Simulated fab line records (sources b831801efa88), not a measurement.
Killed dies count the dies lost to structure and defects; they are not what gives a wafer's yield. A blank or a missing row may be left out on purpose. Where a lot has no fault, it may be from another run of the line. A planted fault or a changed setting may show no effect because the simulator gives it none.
Which of the tools did it? + flow sky130 + 14 lots with 42 wafers sampled at 3 steps, on a route of 708 steps

== WHAT THE GAUGES SHOWED, per wafer ==
SKY_CAPM_OVL_MEAS_12.
| lot  | measured     | on         | CAPM_OVL (nm)  |
|------|--------------|------------|----------------|
| L982 | day 37 12:04 | overlay-02 | -2.5 -0.5 -1.8 |
| L984 | day 37 18:58 | overlay-02 | -2.8 -4.0 -3.7 |
| L985 | day 38 04:46 | overlay-01 | -2.9 -1.5 -1.8 |
| L986 | day 38 17:44 | overlay-02 | -1.5 -2.1 -2.3 |
| L987 | day 39 00:35 | overlay-02 | -0.6 -0.2 -0.1 |
| L992 | day 40 10:45 | overlay-02 | 0.1 1.4 2.1    |
| L993 | day 41 00:16 | overlay-01 | -1.4 1.3 -0.4  |
| L994 | day 41 04:25 | overlay-01 | -5.1 -3.6 -3.1 |
| L997 | day 41 19:56 | overlay-02 | -1.9 -0.5 -1.7 |
| L999 | day 42 14:55 | overlay-02 | -1.3 -0.7 -0.5 |
| L100 | day 42 23:43 | overlay-02 | 0.0 -0.2 -3.2  |
| L101 | day 43 00:15 | overlay-02 | 0.4 -0.4 -1.4  |
| L103 | day 43 11:08 | overlay-01 | -1.0 -1.0 1.0  |
| L105 | day 44 01:56 | overlay-01 | -2.3 -5.2 -2.3 |

== WHAT TOOL EACH LOT RAN ON (gives the tool, then ch and the chambers of the sampled wafers, and finally the start) ==
| lot  | SKY_NWELL_CLEAN_00             | SKY_VIA2_CVD_21               |
|------|--------------------------------|-------------------------------|
| L982 | wet_bench-02 ch 3, day 2 12:07 | cvd_w-01 ch 0,1, day 36 09:11 |
| L984 | wet_bench-04 ch 2, day 2 18:35 | cvd_w-01 ch 0, day 36 17:08   |
| L985 | wet_bench-01 ch 1, day 3 00:13 | cvd_w-01 ch 0,1, day 37 01:45 |
| L986 | wet_bench-02 ch 2, day 3 07:50 | cvd_w-02 ch 0,1, day 37 15:44 |
| L987 | wet_bench-02 ch 1, day 3 12:03 | cvd_w-01 ch 0,1, day 37 23:43 |
| L992 | wet_bench-02 ch 3, day 4 14:47 | cvd_w-02 ch 0,1, day 39 09:55 |
| L993 | wet_bench-02 ch 3, day 4 18:38 | cvd_w-02 ch 0,1, day 39 22:44 |
| L994 | wet_bench-02 ch 2, day 5 01:05 | cvd_w-02 ch 0,1, day 40 02:55 |
| L997 | wet_bench-04 ch 3, day 5 14:42 | cvd_w-02 ch 0, day 40 18:58   |
| L999 | wet_bench-04 ch 2, day 6 06:51 | cvd_w-01 ch 0,1, day 41 15:05 |
| L100 | wet_bench-04 ch 2, day 6 10:38 | cvd_w-01 ch 0,1, day 41 23:02 |
| L101 | wet_bench-04 ch 1, day 6 12:40 | cvd_w-01 ch 0,1, day 42 00:53 |
| L103 | wet_bench-01 ch 1, day 6 22:29 | cvd_w-01 ch 0,1, day 42 10:50 |
| L105 | wet_bench-04 ch 1, day 7 11:46 | cvd_w-02 ch 0,1, day 43 02:11 |
- SKY_NWELL_CLEAN_00: cleans in SC1/SC2, time 150 s.
- SKY_VIA2_CVD_21: deposits W, target thk 420 nm, time 126.4 s.

== AS READ BY THE TOOLS THEMSELVES (means over the sampled wafers that have a number; for cases with no such wafer, the mark the record gives instead) ==
SKY_VIA2_CVD_21.
| lot  | tool     | heater_power_w (W) |
|------|----------|--------------------|
| L982 | cvd_w-01 | 979                |
| L984 | cvd_w-01 | 942                |
| L985 | cvd_w-01 | 975                |
| L986 | cvd_w-02 | 901                |
| L987 | cvd_w-01 | 940                |
| L992 | cvd_w-02 | 906                |
| L993 | cvd_w-02 | 907                |
| L994 | cvd_w-02 | 906                |
| L997 | cvd_w-02 | 1009               |
| L999 | cvd_w-01 | 903                |
| L100 | cvd_w-01 | 913                |
| L101 | cvd_w-01 | 900                |
| L103 | cvd_w-01 | 910                |
| L105 | cvd_w-02 | 905                |

== THE ANSWER, worked out from the rows above alone ==
Rule: what is usual is taken from the lots themselves. The widest of any qualifying gaps counts: lots, ordered by their means at a reading, are off when they make up no more than a third of the lots, leave a main group of 4 or more, and stand apart from it by 3 or more times the standard deviation of that group's means. Not used: any main group whose means are identical at the precision the tables above print for the reading. A lot without any number at a reading at which 4 lots or more have one is off too. The other lots that the step has rows for count as sound. Order of review: gauges by route order, followed by the tools' own readings, for which a lot's mean as printed above is used. At the first step where some lot is off, the reading lying furthest off is the one used; lots without a number count as furthest.
No lot is off at any reading shown: from this, nothing can be told.

== WHAT THE SIMULATOR HAD INSERTED ==
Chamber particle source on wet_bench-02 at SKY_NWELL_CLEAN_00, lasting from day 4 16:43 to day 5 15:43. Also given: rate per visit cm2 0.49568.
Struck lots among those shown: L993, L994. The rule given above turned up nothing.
